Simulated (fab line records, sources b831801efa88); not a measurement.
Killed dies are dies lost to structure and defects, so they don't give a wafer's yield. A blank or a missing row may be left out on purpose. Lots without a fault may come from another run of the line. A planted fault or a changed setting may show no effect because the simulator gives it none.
fab line records | flow sky130
record lots=11 wafers=33 last_day=49
route steps=708 shown SD_N@353 LI_CONTACT@381 LOCAL_INTERCONNECT@388 CONTACT@408 PAD_OPEN@708
lots that met no fault: from a run of the same line without faults
start_h: hours from the record's first day to the start of the lot's first wafer shown | wait_h: hours since the lot's step before | " the same as in the row above | L1.1+2: a row that stands for several wafers | - no value, or no start given | * or withheld: withheld | < > ~ a bound
route shown NAME@n: a module of which the file shows steps, and the number in the route of the first | usual: mean/standard deviation of fault-free wafers | same: alike in all rows | chamber/n: place in a boat | sites: the reading at each site | _std_site: their standard deviation | _edge_site: outer sites' mean less inner sites' | radius_mm: how far each site lies from the wafer's centre | mask NAME#n: copy n | behind: the tool/chamber that last shaped the wafer | hold: why the lot was held/for how many hours/how that ended | device: the transistor (n, p or np) that didn't switch | end of line: the same wafers' tests at the end of the route | a step without rows: its recipe alone | killed: dies lost to structure and defects at the first sort, not the wafer's yield | map: a wafer's dies, x killed, . not, _ none there
set.NAME: the setting as run; set.NAME@STEP: as run at that earlier step | model.NAME: the simulator's own value behind a step, which no gauge read
steps of the route over a sample of lots; a table a step, a row a wafer
services: from which hour (start_h, from the record's first day; less than 0 if before it) a tool's chamber was out of use, for how many hours, and why
## steps
# step SKY_SD_N_STRIP_11
# recipe chemistry=O2/N2 power_w=1400 pressure_mtorr=1500 platen_temp_c=withheld o2_flow_sccm=3000 n2_flow_sccm=300 overash_fraction=0.5
# usual drypump_motor_current_A=5.7/0.58 oes_product_au=0.528/0.0043 strip_time_to_endpoint_s=22.56/0.037
# columns lot.wafer tool chamber start_h wait_h drypump_motor_current_A oes_product_au rf_hours_counter_h strip_time_to_endpoint_s
L842.1 plasma_asher-04 0 644.08 0.1 6.5 0.531 97 22.55
L842.3 " 0 " " 6.5 0.532 - 22.59
L842.5 " 1 " " 4.7 0.525 - 22.58
L844.2 plasma_asher-02 0 662.08 0.1 6.2 0.527 21 22.59
L844.5 " 0 " " 6.2 0.525 - 22.60
L844.6 " 1 " " 5.2 0.525 - 22.60
L845.1 plasma_asher-01 0 663.13 0.1 6.1 0.533 49 22.61
L845.4 " 0 " " 6.2 0.526 - 22.60
L845.6 " 1 " " 5.4 0.529 - 22.60
L854.2 plasma_asher-02 0 740.83 0.1 6.2 0.528 30 22.58
L854.3 " 1 " " 5.1 0.530 - 22.58
L854.5 " 0 " " 6.2 0.536 - 22.56
L855.1 plasma_asher-02 1 751.33 0.1 5.2 0.529 32 22.53
L855.2 " 0 " " 6.2 0.526 32 22.51
L855.3 " 1 " " 5.2 0.523 - 22.54
L856.1 plasma_asher-04 1 759.13 0.1 4.7 0.528 1 22.54
L856.2 " 0 " " 6.5 0.527 1 22.49
L856.6 " 0 " " 6.5 0.526 - 22.51
L857.1 plasma_asher-02 0 769.68 0.1 6.2 0.523 33 22.56
L857.2 " 1 " " 5.2 0.524 33 22.58
L857.4 " 1 " " 5.2 0.529 - 22.56
L858.3 plasma_asher-02 0 770.42 0.1 6.2 0.526 - 22.53
L858.5 " 0 " " 6.2 0.533 - 22.58
L858.6 " 1 " " 5.2 0.531 - 22.58
L860.2 plasma_asher-01 0 781.58 0.1 6.1 0.525 61 22.59
L860.3 " 1 " " 5.5 0.525 - 22.59
L860.6 " 0 " " 6.1 0.522 - 22.65
L859.3 plasma_asher-01 0 782.42 0.1 6.1 0.529 - 22.54
L859.4 " 1 " " 5.5 0.525 - 22.57
L859.6 " 1 " " 5.5 0.532 - 22.53
L862.2 plasma_asher-02 0 794.84 0.1 6.2 0.528 36 22.56
L862.3 " 0 " " 6.2 0.525 - 22.57
L862.4 " 1 " " 5.2 0.529 - 22.59
# step SKY_LI_CONTACT_SPUTTER_19
# recipe material=Ti target_thk_nm=20 chamber_pressure_pa=5 power_w=2500 substrate_temp_c=200 time_s=106.37
# usual cathode_dc_power_W=2500.0/0.43 chamber_pressure_pa=5.001/0.011 throttle_valve_pct=29.7/0.98
# columns lot.wafer tool chamber start_h wait_h cathode_dc_power_W chamber_pressure_pa throttle_valve_pct
L842.1 pvd_sputter-03 - 674.14 0.0 2500.2 4.995 30.0
L842.3 " - " " 2500.1 5.003 29.6
L842.5 " - " " 2500.0 5.011 29.7
L844.2 pvd_sputter-04 - 692.24 0.0 2499.9 5.007 29.5
L844.5 " - " " 2500.0 5.008 27.2
L844.6 " - " " 2499.4 4.990 29.5
L845.1 pvd_sputter-04 - 693.56 0.0 2500.3 4.989 29.3
L845.4 " - " " 2500.2 4.998 30.5
L845.6 " - " " 2500.0 4.982 30.8
L854.2 pvd_sputter-04 - 769.59 0.0 2499.9 5.019 29.7
L854.3 " - " " 2499.8 5.006 31.2
L854.5 " - " " 2499.5 4.994 27.5
L855.1 pvd_sputter-02 - 779.97 0.0 2500.0 5.003 29.6
L855.2 " - " " 2499.9 5.009 29.5
L855.3 " - " " 2500.4 5.014 29.8
L856.1 pvd_sputter-02 - 788.65 0.0 2500.2 4.985 30.0
L856.2 " - " " 2500.4 5.003 29.3
L856.6 " - " " 2499.0 5.009 29.9
L857.1 pvd_sputter-03 - 799.16 0.0 2499.5 4.991 29.5
L857.2 " - " " 2499.9 4.978 30.1
L857.4 " - " " 2499.4 5.003 29.5
L858.3 pvd_sputter-04 - 799.66 0.0 2499.9 5.002 30.7
L858.5 " - " " 2499.7 5.005 30.6
L858.6 " - " " 2499.8 4.998 31.3
L860.2 pvd_sputter-04 - 810.34 0.0 2500.7 4.990 30.5
L860.3 " - " " 2499.9 5.012 30.9
L860.6 " - " " 2499.5 5.000 31.2
L859.3 pvd_sputter-02 - 811.24 0.0 2500.0 5.017 29.5
L859.4 " - " " 2500.0 4.999 29.9
L859.6 " - " " 2499.9 4.997 29.8
L862.2 pvd_sputter-04 - 823.32 0.0 2499.2 5.006 27.3
L862.3 " - " " 2500.3 5.006 30.7
L862.4 " - " " 2499.7 5.009 29.4
# step SKY_LOCAL_INTERCONNECT_RS_MEAS_01
# recipe thk_meas_gauge=four-point-probe reads=TiN_of_LOCAL_INTERCONNECT_SPUTTER_00
# usual LOCAL_INTERCONNECT_TIN_RS=14.11/0.16
# columns lot.wafer tool chamber start_h wait_h LOCAL_INTERCONNECT_TIN_RS[ohm/sq]
L842.1 film_metro-04 - 674.95 0.0 13.83
L842.3 " - " " 13.77
L842.5 " - " " 13.85
L844.2 film_metro-04 - 693.07 0.1 14.37
L844.5 " - " " 14.23
L844.6 " - " " 14.13
L845.1 film_metro-04 - 694.36 0.0 14.12
L845.4 " - " " 13.77
L845.6 " - " " 14.18
L854.2 film_metro-02 - 770.41 0.1 14.00
L854.3 " - " " 14.16
L854.5 " - " " 14.12
L855.1 film_metro-02 - 780.78 0.0 14.38
L855.2 " - " " 14.12
L855.3 " - " " 13.95
L856.1 film_metro-04 - 789.45 0.0 13.81
L856.2 " - " " 13.96
L856.6 " - " " 13.82
L857.1 film_metro-02 - 799.96 0.0 14.20
L857.2 " - " " 14.07
L857.4 " - " " 13.91
L858.3 film_metro-02 - 800.50 0.1 14.47
L858.5 " - " " 14.30
L858.6 " - " " 14.17
L860.2 film_metro-02 - 811.16 0.1 14.01
L860.3 " - " " 14.17
L860.6 " - " " 14.05
L859.3 film_metro-02 - 812.09 0.1 13.97
L859.4 " - " " 14.03
L859.6 " - " " 14.06
L862.2 film_metro-02 - 824.15 0.1 14.06
L862.3 " - " " 14.20
L862.4 " - " " 14.04
# step SKY_CONTACT_HDPCVD_02
# recipe material=SiO2 target_thk_nm=565 sigma_open_frac=0.3 time_s=94.2 temp_c=600 sih4_flow_sccm=60 pressure_mtorr=6
# usual run_length_s=122.2/0.35
# columns lot.wafer tool chamber start_h wait_h run_length_s
L842.1 hdpcvd-01 0 704.24 0.1 121.7
L842.3 " 1 " " 121.9
L842.5 " 1 " " 122.3
L844.2 hdpcvd-02 0 722.33 0.0 122.2
L844.5 " 0 " " 122.1
L844.6 " 1 " " 122.3
L845.1 hdpcvd-02 1 723.20 0.1 122.3
L845.4 " 0 " " 122.2
L845.6 " 2 " " 104.6
L854.2 hdpcvd-01 2 799.21 0.0 122.2
L854.3 " 0 " " 121.8
L854.5 " 0 " " 121.5
L855.1 hdpcvd-01 0 808.08 0.1 121.6
L855.2 " 2 " " 122.0
L855.3 " 1 " " 122.3
L856.1 hdpcvd-02 2 817.62 0.1 122.2
L856.2 " 1 " " 122.1
L856.6 " 1 " " 122.5
L857.1 hdpcvd-02 0 828.28 0.1 122.2
L857.2 " 2 " " 122.0
L857.4 " 1 " " 122.1
L858.3 hdpcvd-01 2 828.87 0.0 121.8
L858.5 " 0 " " 121.6
L858.6 " 2 " " 122.4
L860.2 hdpcvd-01 2 839.26 0.0 122.7
L860.3 " 1 " " 122.5
L860.6 " 2 " " 122.1
L859.3 hdpcvd-02 2 840.03 0.0 122.4
L859.4 " 1 " " 122.3
L859.6 " 2 " " 122.4
L862.2 hdpcvd-02 0 851.59 0.0 122.0
L862.3 " 1 " " 121.9
L862.4 " 2 " " 122.5
# step SKY_CONTACT_THK_MEAS_03
# recipe reads=SiO2_of_CONTACT_HDPCVD_02
# usual CONTACT_HDPCVD_THK=566/5.2
# columns lot.wafer tool chamber start_h wait_h hold CONTACT_HDPCVD_THK[nm]
L842.1 film_metro-04 - 704.30 0.0 - 568
L842.3 " - " " - 565
L842.5 " - " " - 565
L844.2 film_metro-04 - 722.41 0.0 - 560
L844.5 " - " " - 567
L844.6 " - " " - 566
L845.1 film_metro-04 - 723.27 0.0 await_dispo/0.2h/release 564
L845.4 " - " " await_dispo/0.2h/release 557
L845.6 " - " " await_dispo/0.2h/release 458
L845.1 film_metro-04 - 723.49 0.2 - 563
L845.4 " - " " - 556
L845.6 " - " " - 458
L854.2 film_metro-01 - 799.29 0.0 - 563
L854.3 " - " " - 565
L854.5 " - " " - 557
L855.1 film_metro-04 - 808.15 0.0 - 552
L855.2 " - " " - 566
L855.3 " - " " - 566
L856.1 film_metro-01 - 817.69 0.0 - 565
L856.2 " - " " - 571
L856.6 " - " " - 568
L857.1 film_metro-04 - 828.35 0.0 - 568
L857.2 " - " " - 569
L857.4 " - " " - 567
L858.3 film_metro-02 - 828.96 0.1 - 571
L858.5 " - " " - 565
L858.6 " - " " - 566
L860.2 film_metro-02 - 839.34 0.0 - 566
L860.3 " - " " - 567
L860.6 " - " " - 562
L859.3 film_metro-01 - 840.12 0.1 - 570
L859.4 " - " " - 567
L859.6 " - " " - 570
L862.2 film_metro-01 - 851.67 0.0 - 570
L862.3 " - " " - 575
L862.4 " - " " - 576
# step SKY_CONTACT_CMP_04
# recipe material=SiO2 down_force_psi=4 platen_rpm=60 pad_velocity_m_s=0.94248
# usual motor_current_A=12.6/1.8 slurry_flow_ml_min=150.0/0.47 time_to_endpoint_s=81/4.1
# columns lot.wafer tool chamber start_h wait_h hold motor_current_A slurry_flow_ml_min time_to_endpoint_s
L842.1 cmp-02 1 704.36 0.1 - 12.1 150.3 86
L842.3 " 2 " " - 12.5 150.7 78
L842.5 " 1 " " - 11.8 149.6 84
L844.2 cmp-01 3 722.56 0.1 - 9.6 150.5 75
L844.5 " 1 " " - 13.5 149.4 82
L844.6 " 2 " " - 13.4 150.1 81
L845.1 cmp-01 0 725.50 2.0 await_dispo/1.9h/release 12.7 150.0 76
L845.4 " 3 " " await_dispo/1.9h/release 9.5 150.6 76
L845.6 " 1 " " await_dispo/1.9h/release 13.6 149.6 40
L854.3 cmp-01 2 799.39 0.1 - 13.4 149.8 88
L854.2 " 0 " " - 12.0 149.7 76
L854.5 " 1 " " - 13.3 150.3 79
L855.2 cmp-02 1 808.21 0.0 - 11.8 150.4 88
L855.3 " 2 " " - 13.7 149.9 82
L855.1 " 0 " " - 11.7 149.7 72
L856.1 cmp-02 1 817.80 0.1 - 11.7 149.4 84
L856.2 " 2 " " - 13.1 150.4 80
L856.6 " 0 " " - 11.2 149.5 75
L857.4 cmp-02 3 828.46 0.1 - 15.5 149.9 83
L857.2 " 0 " " - 10.5 150.1 75
L857.1 " 1 " " - 11.5 150.9 85
L858.3 cmp-02 2 829.00 0.0 - 13.8 150.3 81
L858.6 " 2 " " - 13.9 149.9 77
L858.5 " 3 " " - 14.7 150.7 79
L860.3 cmp-02 2 839.49 0.1 - 13.3 150.4 77
L860.2 " 3 " " - 14.8 149.8 83
L860.6 " 1 " " - 12.2 149.6 84
L859.3 cmp-02 0 840.21 0.1 - 10.5 149.9 77
L859.4 " 2 " " - 13.0 149.7 77
L859.6 " 3 " " - 15.0 149.3 80
L862.3 cmp-01 2 851.72 0.0 - 14.4 149.5 87
L862.2 " 3 " " - 9.4 149.6 81
L862.4 " 0 " " - 11.7 150.4 82
# step SKY_PAD_OPEN_PROBE_99
# usual killed_at_M0_to_M3=43/6.4 killed_at_M4_up=2.9/1.7 killed_at_contacts=24/5 killed_at_front_end=15/4 killed_at_other=0.4/0.62 killed_dies=86/9.3 killed_open=47/6.8 killed_short=38/5.8
# same gross_dies=492 killed_at_back_side=0
# columns lot.wafer tool chamber start_h wait_h killed_at_M0_to_M3 killed_at_M4_up killed_at_contacts killed_at_front_end killed_at_other killed_dies killed_open killed_short
L855.1 prober-02 - 1150.34 0.1 50 1 21 18 0 90 45 45
L855.2 prober-02 - 1150.39 0.1 41 2 20 10 1 74 39 35
L855.3 prober-02 - 1150.44 0.2 47 3 22 24 0 96 55 40
# killed by level:class
L855.1 VIA1:geometric_particle:open=15 FIELD_ISO:geometric_particle:short=8 VIA2:geometric_particle:open=8 VIA3:geometric_particle:short=6 CONTACT:geometric_particle:open=6 CONTACT:geometric_particle:short=5 METAL1:geometric_particle:short=5 FIELD_ISO:geometric_particle:open=4
L855.2 VIA2:geometric_particle:open=8 VIA1:geometric_particle:open=7 CONTACT:geometric_particle:open=6 LI_CONTACT:geometric_particle:open=5 CONTACT:geometric_particle:short=5 VIA1:geometric_particle:short=5 VIA3:geometric_particle:open=4 METAL3:geometric_particle:short=4
L855.3 VIA1:geometric_particle:open=15 LI_CONTACT:geometric_particle:open=7 VIA2:geometric_particle:open=7 FIELD_ISO:geometric_particle:short=6 FIELD_ISO:geometric_particle:open=6 POLY_GATE:geometric_particle:open=6 CONTACT:geometric_particle:short=6 CONTACT:geometric_particle:open=5
## services
# columns tool chamber start_h hours kind
pvd_sputter-04 - 637.53 4.7 repair
cmp-01 - 649.00 5.7 repair
hdpcvd-02 - 650.75 15.0 pm
plasma_asher-04 - 683.13 2.8 pm
cmp-01 - 686.40 0.2 repair
pvd_sputter-02 - 690.48 1.8 repair
pvd_sputter-04 - 700.49 14.8 repair
hdpcvd-01 - 718.18 6.0 pm
plasma_asher-02 - 718.73 1.0 repair
hdpcvd-02 - 724.21 0.8 repair
cmp-01 - 732.94 5.1 pm
plasma_asher-04 - 733.75 9.0 pm
cmp-02 - 751.43 4.0 pm
pvd_sputter-04 - 751.78 2.7 repair
hdpcvd-01 - 756.36 4.3 pm
hdpcvd-01 0 761.16 1.7 repair
cmp-01 - 781.66 5.1 pm
hdpcvd-01 1 782.89 8.8 repair
cmp-01 - 788.21 1.5 repair
plasma_asher-01 - 794.23 10.0 pm
cmp-02 - 809.67 6.1 repair
cmp-02 - 821.56 0.5 repair
plasma_asher-01 - 827.18 2.3 repair
cmp-02 - 848.98 3.1 repair
## key
first_sign step=SKY_CONTACT_HDPCVD_02 reading=run_length_s direction=down sigmas=50 usual=* struck=*
effect step=SKY_CONTACT_THK_MEAS_03 reading=visit direction=added
effect step=SKY_CONTACT_THK_MEAS_03 reading=CONTACT_HDPCVD_THK direction=down sigmas=21 usual=566 struck=458
effect step=SKY_CONTACT_CMP_04 reading=time_to_endpoint_s direction=down sigmas=10 usual=* struck=*
met_at SKY_CONTACT_HDPCVD_02
struck_lots L845
struck_wafers L845.6
tester_left_out L845
not_acting_at SKY_SD_N_STRIP_11,SKY_LI_CONTACT_SPUTTER_19,SKY_LOCAL_INTERCONNECT_RS_MEAS_01
fault kind=process_parameter_drift tool=hdpcvd-02 chamber=2 onset_h=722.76 steps=SKY_CONTACT_HDPCVD_02 channel=time_s offset=* shape=step end_h=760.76 acts_in=* stated=*
# tester_left_out: of these lots the tester's yield and bins aren't shown, on N5 and GAA mostly nor the transistor test; their killed dies are dies lost to structure and defects alone, not to doping, threshold or leakage, so they don't give the yield
